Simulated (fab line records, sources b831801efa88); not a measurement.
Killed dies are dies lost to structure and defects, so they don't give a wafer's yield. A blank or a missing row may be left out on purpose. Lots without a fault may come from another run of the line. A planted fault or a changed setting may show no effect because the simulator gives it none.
fab line records | flow gf180mcu
record lots=14 wafers=41 last_day=34
route steps=602 shown LVPWELL@56 POLY_GATE@174 SAB@274 CONTACT@312
lots that met no fault: from a run of the same line without faults
start_h: hours from the record's first day to the start of the lot's first wafer shown | wait_h: hours since the lot's step before | " the same as in the row above | L1.1+2: a row that stands for several wafers | - no value, or no start given | * or withheld: withheld | < > ~ a bound
route shown NAME@n: a module of which the file shows steps, and the number in the route of the first | usual: mean/standard deviation of fault-free wafers | same: alike in all rows | chamber/n: place in a boat | sites: the reading at each site | _std_site: their standard deviation | _edge_site: outer sites' mean less inner sites' | radius_mm: how far each site lies from the wafer's centre | mask NAME#n: copy n | behind: the tool/chamber that last shaped the wafer | hold: why the lot was held/for how many hours/how that ended | device: the transistor (n, p or np) that didn't switch | end of line: the same wafers' tests at the end of the route | a step without rows: its recipe alone | killed: dies lost to structure and defects at the first sort, not the wafer's yield | map: a wafer's dies, x killed, . not, _ none there
set.NAME: the setting as run; set.NAME@STEP: as run at that earlier step | model.NAME: the simulator's own value behind a step, which no gauge read
steps of the route over a sample of lots; a table a step, a row a wafer
services: from which hour (start_h, from the record's first day; less than 0 if before it) a tool's chamber was out of use, for how many hours, and why
## steps
# step GF_LVPWELL_COAT_02
# recipe spin_rpm=2000 resist_thk_nm=3000
# columns lot.wafer tool chamber start_h wait_h
L123.1+5+6 litho_track-03 0 66.35 0.1
L125.4+5+6 litho_track-03 0 77.82 0.1
L126.2+3+6 litho_track-03 0 83.12 0.1
L127.3+5+6 litho_track-02 0 85.64 0.1
L128.1+3+4 litho_track-02 0 89.99 0.1
L129.1+3+4 litho_track-03 0 94.95 0.1
L130.1+3+6 litho_track-02 0 100.49 0.1
L136.1+3+4 litho_track-02 0 136.94 0.1
L137.1+5+6 litho_track-02 0 139.09 0.1
L139.1+2 litho_track-02 0 152.09 0.1
L140.1+5+6 litho_track-03 0 156.90 0.1
L142.3+4+6 litho_track-03 0 167.80 0.1
L144.1+4+5 litho_track-03 0 177.85 0.1
L145.1+2+3 litho_track-01 0 183.73 0.1
# step GF_LVPWELL_STRIP_10
# recipe chemistry=O2/N2 power_w=1400 pressure_mtorr=1500 platen_temp_c=250 o2_flow_sccm=3000 n2_flow_sccm=300 overash_fraction=0.5
# usual drypump_motor_current_A=5.8/0.33 heater_power_w=319/45 oes_product_au=0.723/0.0044 strip_time_to_endpoint_s=36.96/0.097
# columns lot.wafer tool chamber start_h wait_h drypump_motor_current_A heater_power_w oes_product_au rf_hours_counter_h strip_time_to_endpoint_s
L123.1 plasma_asher-04 0 73.32 0.1 5.8 329 0.721 41 36.92
L123.5 " 1 " " 5.4 248 0.721 - 36.89
L123.6 " 0 " " 5.8 335 0.722 - 37.08
L125.4 plasma_asher-04 0 85.37 0.1 5.9 347 0.722 - 37.00
L125.5 " 0 " " 5.9 330 0.728 - 36.96
L125.6 " 1 " " 5.4 261 0.724 - 36.93
L126.2 plasma_asher-04 0 90.58 0.1 5.9 329 0.719 43 36.93
L126.3 " 1 " " 5.4 254 0.726 - 36.95
L126.6 " 1 " " 5.4 252 0.723 - 37.08
L127.3 plasma_asher-03 1 93.30 0.1 5.5 402 0.721 - 37.05
L127.5 " 0 " " 5.6 352 0.728 - 37.00
L127.6 " 1 " " 5.5 402 0.719 - 37.00
L128.1 plasma_asher-01 1 97.27 0.1 6.4 284 0.729 44 36.83
L128.3 " 1 " " 6.4 285 0.718 - 36.96
L128.4 " 0 " " 5.8 334 0.722 - 36.84
L129.1 plasma_asher-04 1 102.68 0.1 5.4 256 0.722 44 37.05
L129.3 " 1 " " 5.4 260 0.717 - 37.08
L129.4 " 0 " " 5.9 333 0.717 - 37.05
L130.1 plasma_asher-04 0 107.83 0.1 5.9 333 0.725 45 37.00
L130.3 " 1 " " 5.4 261 0.715 - 36.99
L130.6 " 1 " " 5.4 258 0.714 - 37.01
L136.1 plasma_asher-03 0 145.07 0.1 5.6 345 0.728 51 36.92
L136.3 " 0 " " 5.6 344 0.723 - 36.89
L136.4 " 1 " " 5.5 415 0.724 - 36.93
L137.1 plasma_asher-03 1 148.07 0.1 5.5 406 0.721 52 23.04
L137.5 " 1 " " 5.5 405 0.726 - 36.93
L137.6 " 0 " " 5.6 350 0.718 - 37.00
L139.1 plasma_asher-04 1 160.87 0.1 5.4 258 0.716 4 23.02
L139.2 " 0 " " 5.9 333 0.719 4 23.07
L140.1 plasma_asher-01 1 165.43 0.1 6.4 286 0.721 51 36.95
L140.5 " 0 " " 5.8 331 0.724 - 36.97
L140.6 " 1 " " 6.4 282 0.731 - 37.02
L142.3 plasma_asher-03 1 176.20 0.1 5.5 416 0.727 - 36.79
L142.4 " 0 " " 5.6 361 0.729 - 36.78
L142.6 " 0 " " 5.6 340 0.720 - 36.74
L144.1 plasma_asher-04 0 186.18 0.1 5.9 328 0.721 7 36.98
L144.4 " 0 " " 5.8 314 0.726 - 36.90
L144.5 " 1 " " 5.4 264 0.719 - 36.81
L145.1 plasma_asher-01 0 192.12 0.1 5.8 334 0.724 53 37.05
L145.2 " 1 " " 6.4 291 0.726 53 37.00
L145.3 " 0 " " 5.8 332 0.733 - 36.97
# step GF_POLY_GATE_THK_MEAS_17
# recipe reads=SiO2_of_POLY_GATE_OXIDATION_16
# usual POLY_GATE_OXIDATION_THK=4.03/0.06
# columns lot.wafer tool chamber start_h wait_h POLY_GATE_OXIDATION_THK[nm]
L123.1 film_metro-01 - 202.76 0.0 4.00
L123.5 " - " " 4.02
L123.6 " - " " 3.97
L125.4 film_metro-02 - 217.87 0.0 4.07
L125.5 " - " " 4.02
L125.6 " - " " 4.11
L126.2 film_metro-01 - 226.66 0.0 4.04
L126.3 " - " " 4.13
L126.6 " - " " 4.11
L127.3 film_metro-04 - 230.87 0.0 4.07
L127.5 " - " " 4.07
L127.6 " - " " 4.05
L128.1 film_metro-02 - 232.49 0.0 3.96
L128.3 " - " " 3.96
L128.4 " - " " 3.99
L129.1 film_metro-02 - 239.21 0.0 4.01
L129.3 " - " " 4.08
L129.4 " - " " 4.07
L130.1 film_metro-02 - 248.81 0.0 4.05
L130.3 " - " " 4.10
L130.6 " - " " 4.05
L136.1 film_metro-01 - 293.54 0.0 3.99
L136.3 " - " " 4.04
L136.4 " - " " 4.08
L137.1 film_metro-04 - 298.96 0.0 4.10
L137.5 " - " " 4.07
L137.6 " - " " 4.05
L139.1 film_metro-01 - 312.60 0.0 4.02
L139.2 " - " " 3.98
L140.1 film_metro-02 - 319.82 0.0 4.01
L140.5 " - " " 4.08
L140.6 " - " " 4.00
L142.3 film_metro-01 - 330.34 0.0 3.96
L142.4 " - " " 4.07
L142.6 " - " " 3.96
L144.1 film_metro-04 - 350.00 0.0 3.88
L144.4 " - " " 3.87
L144.5 " - " " 3.94
L145.1 film_metro-01 - 352.92 0.0 4.02
L145.2 " - " " 4.18
L145.3 " - " " 3.99
# step GF_SAB_OVL_MEAS_10
# usual SAB_OVL=0.2/1.5
# columns lot.wafer tool chamber start_h wait_h SAB_OVL[nm]
L123.1 overlay-02 - 345.75 0.1 0.3
L123.5 " - " " 0.9
L123.6 " - " " -0.6
L125.4 overlay-01 - 362.18 0.1 2.0
L125.5 " - " " 0.9
L125.6 " - " " 1.6
L126.2 overlay-01 - 371.40 0.1 0.5
L126.3 " - " " 1.6
L126.6 " - " " 1.1
L127.3 overlay-02 - 377.82 0.1 -1.4
L127.5 " - " " -0.8
L127.6 " - " " 0.1
L128.1 overlay-01 - 379.58 0.1 2.3
L128.3 " - " " 1.1
L128.4 " - " " 2.7
L129.1 overlay-02 - 388.70 0.1 2.7
L129.3 " - " " 0.1
L129.4 " - " " 0.1
L130.1 overlay-02 - 401.00 0.1 -1.8
L130.3 " - " " -2.6
L130.6 " - " " -3.0
L136.1 overlay-01 - 456.81 0.1 -0.2
L136.3 " - " " 0.6
L136.4 " - " " 1.8
L137.1 overlay-02 - 464.61 0.1 -1.4
L137.5 " - " " -1.3
L137.6 " - " " 0.3
L139.1 overlay-01 - 478.35 0.1 1.0
L139.2 " - " " 0.0
L140.1 overlay-01 - 487.93 0.1 -0.2
L140.5 " - " " -0.9
L140.6 " - " " 0.8
L142.3 overlay-01 - 500.09 0.1 0.2
L142.4 " - " " 0.2
L142.6 " - " " 0.4
L144.1 overlay-02 - 520.90 0.1 -0.7
L144.4 " - " " 0.0
L144.5 " - " " 1.5
L145.1 overlay-01 - 524.58 0.1 1.3
L145.2 " - " " 0.3
L145.3 " - " " 0.5
# step GF_CONTACT_RS_MEAS_25
# recipe thk_meas_gauge=four-point-probe reads=W_of_CONTACT_CVD_24+TiN_of_CONTACT_SPUTTER_23+Ti_of_CONTACT_SPUTTER_22
# usual CONTACT_W_RS=0.382/0.0055
# columns lot.wafer tool chamber start_h wait_h CONTACT_W_RS[ohm/sq]
L123.1 film_metro-03 - 371.05 0.1 0.385
L123.5 " - " " 0.386
L123.6 " - " " 0.383
L125.4 film_metro-02 - 386.99 0.1 0.388
L125.5 " - " " 0.388
L125.6 " - " " 0.388
L126.2 film_metro-03 - 396.95 0.2 0.389
L126.3 " - " " 0.389
L126.6 " - " " 0.392
L127.3 film_metro-03 - 403.64 0.1 0.392
L127.5 " - " " 0.389
L127.6 " - " " 0.391
L128.1 film_metro-02 - 404.59 0.2 0.391
L128.3 " - " " 0.389
L128.4 " - " " 0.390
L129.1 film_metro-03 - 414.73 0.2 0.387
L129.3 " - " " 0.389
L129.4 " - " " 0.386
L130.1 film_metro-04 - 427.10 0.1 0.381
L130.3 " - " " 0.377
L130.6 " - " " 0.376
L136.1 film_metro-03 - 483.59 0.1 0.382
L136.3 " - " " 0.379
L136.4 " - " " 0.373
L137.1 film_metro-02 - 490.94 0.1 0.373
L137.5 " - " " 0.375
L137.6 " - " " 0.381
L139.1 film_metro-02 - 504.32 0.1 0.385
L139.2 " - " " 0.379
L140.1 film_metro-02 - 513.70 0.1 0.379
L140.5 " - " " 0.378
L140.6 " - " " 0.378
L142.3 film_metro-03 - 526.04 0.1 0.382
L142.4 " - " " 0.374
L142.6 " - " " 0.373
L144.1 film_metro-04 - 546.21 0.1 0.379
L144.4 " - " " 0.383
L144.5 " - " " 0.373
L145.1 film_metro-04 - 549.14 0.1 0.375
L145.2 " - " " 0.379
L145.3 " - " " 0.382
## services
# columns tool chamber start_h hours kind
plasma_asher-03 - 55.24 0.8 repair
plasma_asher-04 - 108.75 9.0 pm
plasma_asher-04 0 108.75 9.0 vent_cycle
plasma_asher-04 1 108.75 9.0 vent_cycle
plasma_asher-04 0 117.75 - clean
plasma_asher-04 1 117.75 - clean
## key
first_sign step=GF_LVPWELL_STRIP_10 reading=strip_time_to_endpoint_s direction=down sigmas=99+ usual=* struck=*
effect none on later readings
met_at GF_LVPWELL_COAT_02
struck_lots L137,L139
struck_wafers L137.1,L139.1,L139.2
tester_left_out L137,L139
not_acting_at GF_POLY_GATE_THK_MEAS_17,GF_SAB_OVL_MEAS_10,GF_CONTACT_RS_MEAS_25
onset_between 136.94 139.09
fault kind=process_parameter_drift tool=litho_track-02 chamber=- onset_h=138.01 steps=GF_LVPWELL_COAT_02 channel=resist_thk_nm offset=* shape=step end_h=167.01 scope=struck_wafers_only acts_in=* stated=*
# tester_left_out: of these lots the tester's yield and bins aren't shown, on N5 and GAA mostly nor the transistor test; their killed dies are dies lost to structure and defects alone, not to doping, threshold or leakage, so they don't give the yield
